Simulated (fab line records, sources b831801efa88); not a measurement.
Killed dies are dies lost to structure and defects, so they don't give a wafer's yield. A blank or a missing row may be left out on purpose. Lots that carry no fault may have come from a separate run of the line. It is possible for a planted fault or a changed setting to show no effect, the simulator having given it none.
fab line records	flow sky130
record: lots: 6	wafers: 18	last-day: 49
route steps=708 shown VIA1@473 METAL2@483 PAD_OPEN@708
lots with no fault: from the same line, run without faults
start-h: the number of hours between the record's first day and the start of the first shown wafer of the lot	wait-h: how many hours have passed since the lot's step before this one	" same as the row above	L1.1+2: a single row standing in for several wafers	- either no value or no given start	* or withheld: withheld	< > ~ a bound
route shown NAME@n: NAME is a module with steps in the file, n the number in the route of the first one	usual: mean/standard deviation of fault-free wafers	same: alike in all rows	chamber/n: place in a boat	sites: each site's reading	_std_site: their standard deviation	_edge_site: outer sites' mean less inner sites'	radius-mm: how far each site lies from the wafer's centre	mask NAME#n: copy n	behind: tool/chamber where the wafer was last shaped	hold: what put the lot on hold/how long, in hours/how the hold closed	device: which transistor (n, p or np) failed to switch	end of line: the same wafers' tests at the end of the route	a step given without rows: its recipe and nothing more	killed: at the first sort, the dies lost to defects and structure; wafer yield is something else	map: shows each die of a wafer: x if killed, . if not, _ if none is there
set.NAME: the setting the step ran with; set.NAME@STEP: the setting that earlier step ran with	model.NAME: the simulator's own value behind a step, which no gauge read
a table for each step, a row for each wafer; lots at some steps of the route
services: a tool's chamber out of use, with start hour (start-h, from the record's first day; less than 0 if before it), hours out, and reason
== steps ==
step: SKY_VIA1_ETCH_15
recipe: target: SiO2	chemistry: C4F8/O2/Ar	target-depth-nm: 351	stop-on: TiN	mask-material: KrF-thick	source-w: 1500	bias-w: 1200	pressure-mtorr: 40	c4f8-flow-sccm: withheld	O2_flow_sccm: 6	Ar_flow_sccm: 300	time-s: 54
step: SKY_VIA1_STRIP_16
recipe: chemistry: O2/N2	power-w: 1400	pressure-mtorr: 1500	platen-temp-c: withheld	o2-flow-sccm: 3000	n2-flow-sccm: 300	overash-fraction: 0.5
usual: drypump-motor-current-A: 5.4/0.63	oes-product-au: 0.415/0.0046	strip-time-to-endpoint-s: 4.461/0.022
lot.wafer	tool	chamber	start-h	wait-h	drypump-motor-current-A	oes-product-au	rf-hours-counter-h	strip-time-to-endpoint-s
L643.2	plasma-asher-01	1	816.54	0.0	5.2	0.416	7	4.476
L643.4	"	1	"	"	5.2	0.418	-	4.469
L643.6	"	1	"	"	5.2	0.413	-	4.480
L648.1	plasma-asher-03	0	855.88	0.0	6.2	0.420	71	4.476
L648.5	"	1	"	"	5.3	0.415	-	4.451
L648.6	"	0	"	"	6.2	0.422	-	4.455
L655.1	plasma-asher-03	1	897.00	0.0	5.3	0.415	75	4.449
L655.2	"	0	"	"	6.2	0.417	75	4.435
L655.5	"	0	"	"	6.2	0.404	-	4.424
L656.1	plasma-asher-01	1	906.05	0.0	5.2	0.417	16	4.456
L656.4	"	1	"	"	5.2	0.421	-	4.460
L656.6	"	0	"	"	4.9	0.415	-	4.489
L660.2	plasma-asher-01	1	936.48	0.0	5.2	0.416	19	4.435
L660.5	"	0	"	"	4.8	0.413	-	4.445
L660.6	"	1	"	"	5.2	0.415	-	4.419
L661.3	plasma-asher-01	0	937.04	0.1	4.9	0.415	-	4.482
L661.5	"	0	"	"	4.8	0.413	-	4.417
L661.6	"	1	"	"	5.2	0.404	-	4.441
step: SKY_VIA1_STRIP_17
recipe: chemistry: post-etch-residue-remover	time-s: 1200	temp-c: 72.5
step: SKY_VIA1_CLEAN_18
recipe: chemistry: IPA	time-s: 180	temp-c: 25
step: SKY_VIA1_CLEAN_19
recipe: chemistry: O3/DIW	dry: n2-spin
step: SKY_VIA1_SPUTTER_20
recipe: material: TiN	target-thk-nm: 20	chamber-pressure-pa: 5	power-w: 4000	time-s: 80
usual: throttle-valve-pct: 30.4/0.99
lot.wafer	tool	chamber	start-h	wait-h	throttle-valve-pct
L643.2	pvd-sputter-03	-	817.13	0.0	30.2
L643.4	"	-	"	"	31.4
L643.6	"	-	"	"	29.7
L648.1	pvd-sputter-02	-	856.48	0.0	31.0
L648.5	"	-	"	"	32.0
L648.6	"	-	"	"	30.8
L655.1	pvd-sputter-03	-	897.60	0.0	31.2
L655.2	"	-	"	"	30.6
L655.5	"	-	"	"	29.9
L656.1	pvd-sputter-03	-	906.65	0.0	30.1
L656.4	"	-	"	"	29.7
L656.6	"	-	"	"	29.9
L660.2	pvd-sputter-04	-	937.12	0.0	29.2
L660.5	"	-	"	"	31.0
L660.6	"	-	"	"	29.3
L661.3	pvd-sputter-02	-	937.68	0.0	29.4
L661.5	"	-	"	"	32.1
L661.6	"	-	"	"	29.3
step: SKY_VIA1_CVD_21
recipe: material: W	target-thk-nm: 270	time-s: 80.902	temp-c: 400	pressure-torr: 40
usual: heater-power-w: 853/130
lot.wafer	tool	chamber	start-h	wait-h	heater-power-w
L643.2	cvd-w-02	1	817.20	0.0	782
L643.4	"	0	"	"	1017
L643.6	"	1	"	"	814
L648.1	cvd-w-01	0	856.54	0.0	852
L648.5	"	1	"	"	662
L648.6	"	0	"	"	843
L655.1	cvd-w-01	0	897.66	0.0	846
L655.2	"	1	"	"	665
L655.5	"	1	"	"	669
L656.1	cvd-w-02	1	906.71	0.0	800
L656.4	"	1	"	"	789
L656.6	"	1	"	"	761
L660.2	cvd-w-02	0	937.18	0.0	996
L660.5	"	0	"	"	1014
L660.6	"	1	"	"	770
L661.3	cvd-w-01	1	937.77	0.1	666
L661.5	"	0	"	"	762
L661.6	"	1	"	"	658
step: SKY_VIA1_RS_MEAS_22
recipe: thk-meas-gauge: four-point-probe	reads: W_of_VIA1_CVD_21+TiN_of_VIA1_SPUTTER_20
usual: VIA1_W_RS: 0.426/0.0056
lot.wafer	tool	chamber	start-h	wait-h	VIA1_W_RS[ohm/sq]
L643.2	film-metro-03	-	817.31	0.1	0.435
L643.4	"	-	"	"	0.428
L643.6	"	-	"	"	0.432
L648.1	film-metro-03	-	856.64	0.1	0.412
L648.5	"	-	"	"	0.429
L648.6	"	-	"	"	0.414
L655.1	film-metro-03	-	897.75	0.1	0.415
L655.2	"	-	"	"	0.424
L655.5	"	-	"	"	0.424
L656.1	film-metro-01	-	906.80	0.1	0.422
L656.4	"	-	"	"	0.421
L656.6	"	-	"	"	0.425
L660.2	film-metro-03	-	937.30	0.1	0.429
L660.5	"	-	"	"	0.438
L660.6	"	-	"	"	0.427
L661.3	film-metro-01	-	937.88	0.1	0.425
L661.5	"	-	"	"	0.413
L661.6	"	-	"	"	0.427
step: SKY_VIA1_THK_MEAS_23
recipe: thk-meas-gauge: xrf	reads: W_of_VIA1_CVD_21
usual: VIA1_W_THK: 265/4
lot.wafer	tool	chamber	start-h	wait-h	VIA1_W_THK[nm]
L643.2	film-metro-03	-	817.42	0.1	260
L643.4	"	-	"	"	261
L643.6	"	-	"	"	261
L648.1	film-metro-03	-	856.76	0.1	276
L648.5	"	-	"	"	265
L648.6	"	-	"	"	275
L655.1	film-metro-03	-	897.87	0.1	272
L655.2	"	-	"	"	266
L655.5	"	-	"	"	266
L656.1	film-metro-01	-	906.92	0.1	266
L656.4	"	-	"	"	268
L656.6	"	-	"	"	265
L660.2	film-metro-03	-	937.41	0.1	262
L660.5	"	-	"	"	258
L660.6	"	-	"	"	264
L661.3	film-metro-01	-	937.98	0.1	266
L661.5	"	-	"	"	274
L661.6	"	-	"	"	265
step: SKY_VIA1_CMP_24
recipe: stop-on: SiO2	t-overpolish-s: 15	down-force-psi: 3.5	platen-rpm: 60	target-thk-nm: 0	pad-velocity-m-s: 0.94248
usual: motor-current-A: 10.8/0.87	overpolish-run-s: 14.999/0.0091	slurry-filter-dp-kPa: 13.46/0.13	time-to-endpoint-s: 65.1/2.7
lot.wafer	tool	chamber	start-h	wait-h	motor-current-A	overpolish-run-s	slurry-filter-dp-kPa	time-to-endpoint-s
L643.4	cmp-02	3	817.47	0.0	10.6	15.004	13.55	62.2
L643.2	"	1	"	"	9.5	14.997	13.31	60.9
L643.6	"	0	"	"	12.1	15.002	13.66	61.0
L648.1	cmp-01	2	856.92	0.1	12.4	14.990	13.42	65.8
L648.6	"	0	"	"	11.3	14.983	13.55	70.0
L648.5	"	1	"	"	10.3	15.010	13.47	62.7
L655.1	cmp-01	3	897.93	0.1	9.9	14.986	13.36	66.7
L655.2	"	0	"	"	11.1	14.992	13.62	65.8
L655.5	"	3	"	"	10.1	15.001	13.62	63.4
L656.1	cmp-02	1	907.03	0.1	9.8	14.998	13.41	69.5
L656.4	"	3	"	"	10.5	14.997	13.51	67.3
L656.6	"	0	"	"	11.6	15.001	13.49	67.9
L660.2	cmp-01	2	937.46	0.0	12.2	14.988	13.32	65.4
L660.6	"	2	"	"	12.7	15.014	13.44	66.2
L660.5	"	3	"	"	10.4	14.994	13.37	67.2
L661.3	cmp-01	0	938.17	0.2	10.9	14.983	13.50	69.9
L661.5	"	1	"	"	10.1	15.002	13.45	72.6
L661.6	"	2	"	"	12.0	15.006	13.68	67.2
step: SKY_METAL2_SPUTTER_00
recipe: material: Ti	target-thk-nm: 15	power-w: 3000	time-s: 10	chamber-pressure-pa: 0.4
step: SKY_METAL2_SPUTTER_01
recipe: material: TiN	target-thk-nm: 20	power-w: 6500	time-s: 16.7	chamber-pressure-pa: 0.4
step: SKY_METAL2_SPUTTER_02
recipe: material: AlCu	target-thk-nm: 250	power-w: 10600	time-s: 13.3	chamber-pressure-pa: 0.4
usual: throttle-valve-pct: 30.5/1.2
lot.wafer	tool	chamber	start-h	wait-h	throttle-valve-pct	model.AlCu_of_METAL2_SPUTTER_02.thk-nm
L643.2	pvd-sputter-02	-	817.82	0.0	32.1	248.9
L643.4	"	-	"	"	29.1	250.4
L643.6	"	-	"	"	31.8	249
L648.1	pvd-sputter-03	-	857.16	0.0	29.9	251.9
L648.5	"	-	"	"	30.0	253.3
L648.6	"	-	"	"	29.5	251.8
L655.1	pvd-sputter-02	-	898.28	0.0	30.7	297.5
L655.2	"	-	"	"	29.6	256.3
L655.5	"	-	"	"	31.1	300.7
L656.1	pvd-sputter-02	-	907.33	0.0	29.1	252.7
L656.4	"	-	"	"	29.6	253
L656.6	"	-	"	"	30.8	297.4
L660.2	pvd-sputter-01	-	937.81	0.0	31.3	249
L660.5	"	-	"	"	30.6	252.5
L660.6	"	-	"	"	32.1	249.6
L661.3	pvd-sputter-03	-	938.36	0.0	30.6	250.6
L661.5	"	-	"	"	29.9	249.1
L661.6	"	-	"	"	31.0	248.4
step: SKY_METAL2_SPUTTER_03
recipe: material: Ti	target-thk-nm: 5	power-w: 3000	time-s: 3.3	chamber-pressure-pa: 0.4
step: SKY_METAL2_SPUTTER_04
recipe: material: TiN	target-thk-nm: 70	power-w: 6500	time-s: 58.3	chamber-pressure-pa: 0.4
step: SKY_METAL2_RS_MEAS_05
recipe: thk-meas-gauge: four-point-probe	reads: TiN_of_METAL2_SPUTTER_04+Ti_of_METAL2_SPUTTER_03+AlCu_of_METAL2_SPUTTER_02+TiN_of_METAL2_SPUTTER_01+Ti_of_METAL2_SPUTTER_00
usual: METAL2_ALCU_RS: 0.1263/0.0013
lot.wafer	tool	chamber	start-h	wait-h	METAL2_ALCU_RS[ohm/sq]
L643.2	film-metro-02	-	817.93	0.0	0.1275
L643.4	"	-	"	"	0.1266
L643.6	"	-	"	"	0.1276
L648.1	film-metro-03	-	857.25	0.0	0.1259
L648.5	"	-	"	"	0.1250
L648.6	"	-	"	"	0.1260
L655.1	film-metro-04	-	898.37	0.0	0.1060
L655.2	"	-	"	"	0.1234
L655.5	"	-	"	"	0.1049
L656.1	film-metro-04	-	907.42	0.0	0.1254
L656.4	"	-	"	"	0.1256
L656.6	"	-	"	"	0.1060
L660.2	film-metro-04	-	937.93	0.0	0.1275
L660.5	"	-	"	"	0.1256
L660.6	"	-	"	"	0.1270
L661.3	film-metro-03	-	938.50	0.1	0.1264
L661.5	"	-	"	"	0.1274
L661.6	"	-	"	"	0.1276
step: SKY_METAL2_THK_MEAS_06
recipe: thk-meas-gauge: xrf	reads: AlCu_of_METAL2_SPUTTER_02
usual: METAL2_ALCU_THK: 247.9/2.7
lot.wafer	tool	chamber	start-h	wait-h	METAL2_ALCU_THK[nm]
L643.2	film-metro-02	-	818.04	0.1	247.3
L643.4	"	-	"	"	245.9
L643.6	"	-	"	"	243.9
L648.1	film-metro-03	-	857.37	0.1	249.1
L648.5	"	-	"	"	250.9
L648.6	"	-	"	"	249.3
L655.1	film-metro-04	-	898.49	0.1	293.2
L655.2	"	-	"	"	253.2
L655.5	"	-	"	"	298.0
L656.1	film-metro-04	-	907.54	0.1	251.6
L656.4	"	-	"	"	250.8
L656.6	"	-	"	"	295.2
L660.2	film-metro-04	-	938.04	0.1	244.5
L660.5	"	-	"	"	249.0
L660.6	"	-	"	"	246.9
L661.3	film-metro-03	-	938.60	0.1	249.0
L661.5	"	-	"	"	248.1
L661.6	"	-	"	"	247.0
step: SKY_METAL2_DEHYDRATE_07
recipe: temp-c: 200	time-s: 60
step: SKY_METAL2_HMDS_08
recipe: prime-time-s: 60	prime-temp-c: 120
step: SKY_METAL2_COAT_09
recipe: resist: BARC	temp-c: withheld	time-s: withheld	spin-rpm: 3000	resist-thk-nm: 60
step: SKY_METAL2_COAT_10
recipe: resist: KrF-thick	spin-rpm: 3000	resist-thk-nm: 450
step: SKY_METAL2_SOFTBAKE_11
recipe: temp-c: 100	time-s: 90	resist: KrF-thick
step: SKY_METAL2_EXPOSE_12
recipe: mask-id: MM2	na: 0.8	source-shape: annular	sigma-inner: 0.55	sigma-outer: 0.85	target-cd-nm: 140	dose-mj: 28
step: SKY_METAL2_PEB_13
recipe: peb-temp-c: withheld	peb-time-s: withheld	resist: KrF-thick
step: SKY_METAL2_DEVELOP_14
recipe: develop-time-s: 60	resist: KrF-thick	dev-temp-c: 21
step: SKY_METAL2_CD_MEAS_15
recipe: target-cd-nm: 140
usual: cd-nm: 140.2/1.5
lot.wafer	tool	chamber	start-h	wait-h	cd-nm
L643.2	cd-sem-01	-	844.20	-	136.1
L643.4	"	-	"	"	136.5
L643.6	"	-	"	"	138.1
L648.1	cd-sem-01	-	883.48	-	140.7
L648.5	"	-	"	"	139.3
L648.6	"	-	"	"	140.3
L655.1	cd-sem-02	-	922.77	-	139.2
L655.2	"	-	"	"	140.9
L655.5	"	-	"	"	141.1
L656.1	cd-sem-02	-	931.47	-	141.2
L656.4	"	-	"	"	140.9
L656.6	"	-	"	"	142.0
L660.2	cd-sem-02	-	962.43	-	141.4
L660.5	"	-	"	"	141.4
L660.6	"	-	"	"	142.3
L661.3	cd-sem-01	-	963.26	-	140.3
L661.5	"	-	"	"	139.4
L661.6	"	-	"	"	139.9
step: SKY_METAL2_OVL_MEAS_16
usual: METAL2_OVL: -2/4.7
lot.wafer	tool	chamber	start-h	wait-h	METAL2_OVL[nm]
L643.2	overlay-01	-	844.31	0.1	-4
L643.4	"	-	"	"	2
L643.6	"	-	"	"	2
L648.1	overlay-02	-	883.60	0.1	-12
L648.5	"	-	"	"	-2
L648.6	"	-	"	"	-4
L655.1	overlay-02	-	922.89	0.1	2
L655.2	"	-	"	"	-10
L655.5	"	-	"	"	-6
L656.1	overlay-01	-	931.59	0.1	1
L656.4	"	-	"	"	0
L656.6	"	-	"	"	1
L660.2	overlay-02	-	962.54	0.1	-3
L660.5	"	-	"	"	-10
L660.6	"	-	"	"	-14
L661.3	overlay-01	-	963.35	0.1	-8
L661.5	"	-	"	"	-5
L661.6	"	-	"	"	-6
step: SKY_METAL2_DESCUM_17
recipe: chemistry: O2	source-power-w: 150	bias-power-w: 0	pressure-mtorr: 10	temp-c: 40	time-s: 8
step: SKY_METAL2_ETCH_18
recipe: chemistry: N2/H2	target: BARC	ion-energy-ev: 200	bias-w: 100	pressure-mtorr: 30	n2-flow-sccm: 100	h2-flow-sccm: 200	icp-w: 500	stop-on: SiO2	time-s: 45.9	target-depth-a: 600
usual: drypump-motor-current-A: 5.48/0.27	oes-product-au: 0.855/0.0049	throttle-valve-pct: 13.225/0.0084
lot.wafer	tool	chamber	start-h	wait-h	drypump-motor-current-A	oes-product-au	rf-hours-counter-h	throttle-valve-pct
L643.2	rie-metal-04	0	844.37	0.0	5.21	0.857	10	13.227
L643.4	"	0	"	"	5.21	0.849	-	13.208
L643.6	"	1	"	"	6.00	0.854	-	13.223
L648.1	rie-metal-02	1	883.67	0.0	5.33	0.853	4	13.226
L648.5	"	0	"	"	5.65	0.853	-	13.235
L648.6	"	1	"	"	5.37	0.855	-	13.219
L655.1	rie-metal-02	1	922.96	0.0	5.38	0.859	6	13.223
L655.2	"	0	"	"	5.64	0.847	4	13.224
L655.5	"	0	"	"	5.63	0.857	-	13.231
L656.1	rie-metal-01	1	931.66	0.0	5.24	0.855	11	13.220
L656.4	"	1	"	"	5.25	0.857	-	13.219
L656.6	"	1	"	"	5.25	0.857	-	13.211
L660.2	rie-metal-04	1	962.60	0.0	6.00	0.847	12	13.217
L660.5	"	0	"	"	5.22	0.859	-	13.222
L660.6	"	1	"	"	6.01	0.848	-	13.229
L661.3	rie-metal-02	0	963.43	0.0	5.67	0.857	-	13.229
L661.5	"	1	"	"	5.38	0.850	-	13.236
L661.6	"	0	"	"	5.64	0.858	-	13.226
step: SKY_METAL2_METAL_ETCH_19
recipe: target-depth-a: 3600	stop-on: SiO2	over-etch-frac: 0.3	time-s: 78	chemistry: Cl2/BCl3	resist-sidewall-deg: 88	pressure-mtorr: 10	icp-w: 900	bias-w: 48.5	Cl2_flow_sccm: 60	bcl3-flow-sccm: 30
usual: drypump-motor-current-A: 5.46/0.26	mfc-cl2-sccm: 60.00/0.19	oes-product-au: 0.856/0.005	throttle-valve-pct: 22.266/0.0093
lot.wafer	tool	chamber	start-h	wait-h	drypump-motor-current-A	mfc-cl2-sccm	oes-product-au	rf-hours-counter-h	throttle-valve-pct
L643.2	rie-metal-04	0	844.43	0.0	5.21	60.33	0.855	11	22.286
L643.4	"	0	"	"	5.22	59.81	0.863	-	22.270
L643.6	"	1	"	"	6.00	60.14	0.854	-	22.242
L648.1	rie-metal-02	1	883.74	0.0	5.34	60.12	0.850	4	22.253
L648.5	"	0	"	"	5.62	60.41	0.853	-	22.261
L648.6	"	1	"	"	5.36	60.04	0.854	-	22.273
L655.1	rie-metal-02	1	923.02	0.0	5.37	59.94	0.871	6	22.255
L655.2	"	0	"	"	5.65	59.92	0.866	4	22.256
L655.5	"	0	"	"	5.63	59.91	0.874	-	22.259
L656.1	rie-metal-01	1	931.72	0.0	5.23	59.97	0.855	11	22.263
L656.4	"	1	"	"	5.25	60.19	0.855	-	22.266
L656.6	"	1	"	"	5.25	60.12	0.876	-	22.274
L660.2	rie-metal-04	1	962.66	0.0	5.99	60.01	0.852	12	22.267
L660.5	"	0	"	"	5.19	59.88	0.856	-	22.249
L660.6	"	1	"	"	6.02	59.83	0.853	-	22.262
L661.3	rie-metal-02	0	963.50	0.1	5.61	59.91	0.849	-	22.272
L661.5	"	1	"	"	5.37	60.29	0.859	-	22.261
L661.6	"	0	"	"	5.61	59.89	0.849	-	22.272
step: SKY_METAL2_STRIP_20
recipe: chemistry: O2/N2	power-w: 1400	pressure-mtorr: 1500	platen-temp-c: withheld	o2-flow-sccm: 3000	n2-flow-sccm: 300	overash-fraction: 0.5
step: SKY_PAD_OPEN_PROBE_99
usual: defect-limited-yield: 82.4/2	killed_at_M0_to_M3: 44/7.4	killed_at_M4_up: 3.1/1.8	killed-at-contacts: 24/5.6	killed-at-front-end: 15/4.9	killed-at-other: 0.4/0.59	killed-dies: 87/9.8	killed-open: 47/7.2	killed-short: 39/6.8	sort_bin_3_pad_short: 0.9/0.41	sort_bin_5_function: 10.3/1.6	sort_bin_6_memory: 6.5/1.1	sort-n-pass: 405/9.8	sort-yield-pct: 82.4/2
same: gross-dies: 492	killed-at-back-side: 0	sort_bin_4_leakage[%]: 0	sort_bin_8_speed[%]: 0
lot.wafer	tool	chamber	start-h	wait-h	defect-limited-yield[%]	killed_at_M0_to_M3	killed_at_M4_up	killed-at-contacts	killed-at-front-end	killed-at-other	killed-dies	killed-open	killed-short	sort_bin_3_pad_short[%]	sort_bin_5_function[%]	sort_bin_6_memory[%]	sort-n-pass	sort-yield-pct[%]	model.etest.met2.line-ohm-um	model.etest.met2.rs-ohm-sq
L643.2	prober-01	-	1095.54	0.1	82.1	47	4	20	17	0	88	45	41	0.6	10.2	7.1	404	82.1	0.9761	0.1292
L643.4	prober-01	-	1095.64	0.2	81.7	41	3	28	18	0	90	54	35	1.0	10.2	7.1	402	81.7	0.9465	0.1286
L643.6	prober-01	-	1095.74	0.2	85.8	38	3	27	2	0	70	39	31	0.8	7.9	5.5	422	85.8	0.9488	0.1286
L648.1	prober-02	-	1125.95	0.1	84.1	35	1	27	15	0	78	43	33	1.2	10.0	4.7	414	84.1	0.9143	0.1264
L648.5	prober-02	-	1126.15	0.2	81.1	44	3	28	18	0	93	47	45	1.2	11.0	6.7	399	81.1	0.8975	0.1257
L648.6	prober-02	-	1126.20	0.2	84.6	37	4	20	15	0	76	33	42	1.0	10.0	4.5	416	84.6	0.8897	0.1279
L655.1	prober-01	-	1155.42	0.1	80.5	52	3	27	13	1	96	49	47	1.2	12.4	5.9	396	80.5	0.7694	0.1073
L655.2	prober-01	-	1155.47	0.1	84.6	39	3	19	14	1	76	43	33	0.2	8.5	6.7	416	84.6	0.8879	0.1255
L655.5	prober-01	-	1155.62	0.2	82.7	43	3	27	12	0	85	45	39	1.0	8.5	7.7	407	82.7	0.7497	0.1057
L656.1	prober-02	-	1163.31	0.1	79.7	57	1	22	20	0	100	58	42	0.4	14.0	5.9	392	79.7	0.9383	0.1283
L656.4	prober-02	-	1163.46	0.2	81.5	43	1	20	27	0	91	56	35	0.4	10.6	7.5	401	81.5	0.8906	0.126
L656.6	prober-02	-	1163.56	0.2	85.2	42	4	15	12	0	73	34	39	0.6	9.6	4.7	419	85.2	0.7664	0.1071
L660.2	prober-02	-	1184.55	0.1	79.1	46	6	32	19	0	103	52	51	0.8	12.0	8.1	389	79.1	0.882	0.1287
L660.5	prober-02	-	1184.70	0.2	84.6	39	0	23	14	0	76	41	35	0.8	8.5	6.1	416	84.6	0.9027	0.1264
L660.6	prober-02	-	1184.75	0.2	83.1	42	4	25	12	0	83	42	41	0.6	8.7	7.5	409	83.1	0.9342	0.1289
L661.3	prober-01	-	1184.79	0.2	83.9	32	3	34	9	1	79	45	34	0.4	10.0	5.7	413	83.9	0.9154	0.1264
L661.5	prober-01	-	1184.89	0.2	84.6	43	5	21	7	0	76	45	31	1.0	9.3	5.1	416	84.6	0.9085	0.1292
L661.6	prober-01	-	1184.94	0.2	79.1	57	1	36	9	0	103	52	51	0.8	11.2	8.9	389	79.1	0.9257	0.1303
killed by level:class
L643.2 LI_CONTACT:geometric-particle:open=10 VIA1:geometric-particle:open=7 METAL1:geometric-particle:short=7 METAL2:geometric-particle:short=6 VIA3:geometric-particle:open=6 FIELD_ISO:geometric-particle:open=5 VIA2:geometric-particle:open=5 CONTACT:geometric-particle:short=4
L643.4 CONTACT:geometric-particle:open=11 VIA1:geometric-particle:open=11 VIA3:geometric-particle:open=8 LI_CONTACT:geometric-particle:open=6 POLY_GATE:geometric-particle:open=5 VIA3:geometric-particle:short=5 LI_CONTACT:geometric-particle:short=4 VIA2:geometric-particle:open=4
L643.6 CONTACT:geometric-particle:open=9 VIA2:geometric-particle:open=7 VIA1:geometric-particle:open=7 VIA3:geometric-particle:open=7 LOCAL_INTERCONNECT:geometric-particle:short=6 LI_CONTACT:geometric-particle:short=5 CONTACT:geometric-particle:short=4 METAL3:geometric-particle:short=4
L648.1 VIA1:geometric-particle:open=10 LOCAL_INTERCONNECT:geometric-particle:short=9 LI_CONTACT:geometric-particle:open=8 VIA3:geometric-particle:open=8 FIELD_ISO:geometric-particle:short=5 FIELD_ISO:geometric-particle:open=4 CONTACT:geometric-particle:open=4 METAL2:geometric-particle:short=4
L648.5 CONTACT:geometric-particle:open=11 VIA1:geometric-particle:open=9 POLY_GATE:geometric-particle:short=8 VIA3:geometric-particle:open=8 CONTACT:geometric-particle:short=7 VIA1:geometric-particle:short=7 METAL1:geometric-particle:short=6 LI_CONTACT:geometric-particle:open=6
L648.6 VIA1:geometric-particle:short=8 CONTACT:geometric-particle:open=8 VIA1:geometric-particle:open=6 VIA3:geometric-particle:open=5 CONTACT:geometric-particle:short=5 POLY_GATE:geometric-particle:short=4 LI_CONTACT:geometric-particle:open=4 VIA3:geometric-particle:short=4
L655.1 VIA1:geometric-particle:open=18 CONTACT:geometric-particle:open=9 METAL2:geometric-particle:short=9 LOCAL_INTERCONNECT:geometric-particle:short=7 VIA2:geometric-particle:open=6 CONTACT:geometric-particle:short=6 POLY_GATE:geometric-particle:short=5 VIA1:geometric-particle:short=5
L655.2 VIA1:geometric-particle:open=8 CONTACT:geometric-particle:open=7 CONTACT:geometric-particle:short=6 METAL1:geometric-particle:short=6 VIA2:geometric-particle:open=6 VIA3:geometric-particle:open=6 POLY_GATE:geometric-particle:short=5 LI_CONTACT:geometric-particle:open=5
L655.5 VIA1:geometric-particle:open=8 LI_CONTACT:geometric-particle:open=7 VIA2:geometric-particle:open=7 LI_CONTACT:geometric-particle:short=6 CONTACT:geometric-particle:open=6 VIA1:geometric-particle:short=5 LOCAL_INTERCONNECT:geometric-particle:short=4 VIA3:geometric-particle:open=4
L656.1 VIA1:geometric-particle:open=11 VIA3:geometric-particle:open=11 CONTACT:geometric-particle:open=10 POLY_GATE:geometric-particle:open=6 METAL1:geometric-particle:short=6 LI_CONTACT:geometric-particle:open=5 CONTACT:geometric-particle:short=5 METAL2:geometric-particle:short=5
L656.4 VIA1:geometric-particle:open=13 LI_CONTACT:geometric-particle:open=9 FIELD_ISO:geometric-particle:open=8 CONTACT:geometric-particle:open=7 METAL2:geometric-particle:short=7 POLY_GATE:geometric-particle:open=6 VIA2:geometric-particle:open=6 METAL3:geometric-particle:short=4
L656.6 VIA3:geometric-particle:open=7 VIA1:geometric-particle:short=7 VIA1:geometric-particle:open=6 METAL2:geometric-particle:short=6 POLY_GATE:geometric-particle:short=5 LI_CONTACT:geometric-particle:open=5 CONTACT:geometric-particle:short=5 CONTACT:geometric-particle:open=5
L660.2 CONTACT:geometric-particle:open=11 VIA1:geometric-particle:open=9 VIA3:geometric-particle:open=9 METAL2:geometric-particle:short=8 LOCAL_INTERCONNECT:geometric-particle:short=7 FIELD_ISO:geometric-particle:open=6 CONTACT:geometric-particle:short=6 METAL4:geometric-particle:short=6
L660.5 CONTACT:geometric-particle:open=10 VIA1:geometric-particle:open=8 CONTACT:geometric-particle:short=6 METAL2:geometric-particle:short=6 VIA2:geometric-particle:open=6 FIELD_ISO:geometric-particle:short=5 POLY_GATE:geometric-particle:short=5 LI_CONTACT:geometric-particle:open=5
L660.6 METAL1:geometric-particle:short=11 VIA1:geometric-particle:open=11 LI_CONTACT:geometric-particle:open=8 CONTACT:geometric-particle:short=8 CONTACT:geometric-particle:open=6 VIA3:geometric-particle:open=5 FIELD_ISO:geometric-particle:open=4 METAL2:geometric-particle:short=4
L661.3 CONTACT:geometric-particle:open=15 VIA1:geometric-particle:open=10 CONTACT:geometric-particle:short=8 LI_CONTACT:geometric-particle:open=5 METAL1:geometric-particle:short=5 LOCAL_INTERCONNECT:geometric-particle:short=4 METAL2:geometric-particle:short=4 VIA2:geometric-particle:open=4
L661.5 VIA1:geometric-particle:open=12 CONTACT:geometric-particle:open=8 METAL3:geometric-particle:short=5 LI_CONTACT:geometric-particle:open=4 LOCAL_INTERCONNECT:geometric-particle:short=4 METAL1:geometric-particle:short=4 METAL2:geometric-particle:short=4 VIA2:geometric-particle:open=4
L661.6 METAL1:geometric-particle:short=13 CONTACT:geometric-particle:open=9 CONTACT:geometric-particle:short=9 LOCAL_INTERCONNECT:geometric-particle:short=8 VIA1:geometric-particle:open=8 VIA1:geometric-particle:short=8 VIA3:geometric-particle:open=8 LI_CONTACT:geometric-particle:open=6
== services ==
tool	chamber	start-h	hours	kind
rie-metal-02	0	795.87	-	clean
rie-metal-02	0	795.87	16.4	scheduled-down
rie-metal-02	0	795.87	16.4	vent-cycle
cmp-02	-	797.19	1.8	repair
cmp-01	-	797.56	1.1	repair
plasma-asher-03	-	800.64	3.2	repair
plasma-asher-03	-	817.15	0.5	repair
pvd-sputter-01	-	856.86	5.8	repair
cvd-w-02	-	859.10	2.8	pm
cvd-w-01	1	880.45	2.7	repair
cvd-w-01	-	904.00	14.0	pm
cvd-w-02	1	907.24	11.4	repair
cmp-02	-	908.88	16.6	pm
pvd-sputter-04	-	911.24	1.8	repair
cmp-01	-	916.59	4.0	pm
pvd-sputter-03	-	920.58	4.2	repair
rie-metal-02	-	924.23	14.6	pm
pvd-sputter-03	3	926.03	-	consumable-replace:kit
pvd-sputter-03	3	926.03	18.0	scheduled-down
pvd-sputter-03	3	926.03	18.0	vent-cycle
plasma-asher-03	-	929.29	0.7	repair
pvd-sputter-02	-	939.99	5.9	repair
cmp-02	-	961.60	0.9	repair
cvd-w-02	-	962.70	0.4	repair
== key ==
first-sign: step: SKY_METAL2_RS_MEAS_05	reading: METAL2_ALCU_RS	direction: down	sigmas: 17	usual: 0.1263	struck: 0.1056
effect: step: SKY_METAL2_THK_MEAS_06	reading: METAL2_ALCU_THK	direction: up	sigmas: 18	usual: 247.9	struck: 295.4
effect: step: SKY_METAL2_METAL_ETCH_19	reading: oes-product-au	direction: up	sigmas: 3.5	usual: 0.856	struck: 0.874
model-effect: step: SKY_METAL2_SPUTTER_02	value: AlCu_of_METAL2_SPUTTER_02.thk-nm	without: 252	struck: 298.5
model-effect: step: SKY_PAD_OPEN_PROBE_99	value: etest.met2.line-ohm-um	without: 0.9072	struck: 0.7619
met-at SKY_METAL2_SPUTTER_02
struck-wafers L655.1,L655.5,L656.6
fault: kind: process-parameter-drift	tool: pvd-sputter-02	chamber: -	onset-h: 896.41	steps: SKY_METAL2_SPUTTER_02	channel: time-s	offset: *	shape: step	end-h: 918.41	acts-in: *	stated: *	scope: struck-wafers-only
